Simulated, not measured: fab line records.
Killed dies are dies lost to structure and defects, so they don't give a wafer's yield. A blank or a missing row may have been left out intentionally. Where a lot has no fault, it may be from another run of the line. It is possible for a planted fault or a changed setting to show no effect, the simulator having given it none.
Matching of chambers	flow gf180mcu	rie diel-03 running GF_M5_ETCH_09: 4 sister chambers
The step etches Si3N4 in CF4/O2, target depth 52 nm, time 11.6 s. 4 wafers are shown with their chamber, then 9 later ones without.

== WAFERS, EACH WITH ITS CHAMBER ==
wafer	chamber	drypump motor current A (A)
L088.2	3	5.4
L088.3	0	5.3
L090.3	1	5.1
L090.5	2	5.9

== WAFERS WHOSE CHAMBER IS MISSING ==
wafer	drypump motor current A (A)
L093.1	5.0
L093.5	5.9
L093.6	5.1
L095.2	5.9
L095.5	5.1
L095.6	5.3
L096.1	5.1
L096.3	5.9
L096.5	5.3

== EACH ONE'S CHAMBER ==
wafer	from the rows above	in truth
L093.1	1	1
L093.5	2	2
L093.6	1	1
L095.2	2	2
L095.5	1	1
L095.6	0	0
L096.1	1	1
L096.3	2	2
L096.5	0	0
Correctly placed: 9 of 9. From these rows, 0 cannot be placed. Placed wrongly: 0.
How it was worked out, from the rows above alone: a wafer's distance from a chamber is the root of the sum, over the readings, of the square of ((its reading less the chamber's mean) divided by the reading's scatter). The wafer belongs to the nearest chamber; if the next one is less than 2 further off, it can't be placed. For every chamber, the mean is computed from those of its wafers that are shown. The scatter: root of mean squared gap, hidden wafer to nearest shown wafer, with one shown wafer a chamber.
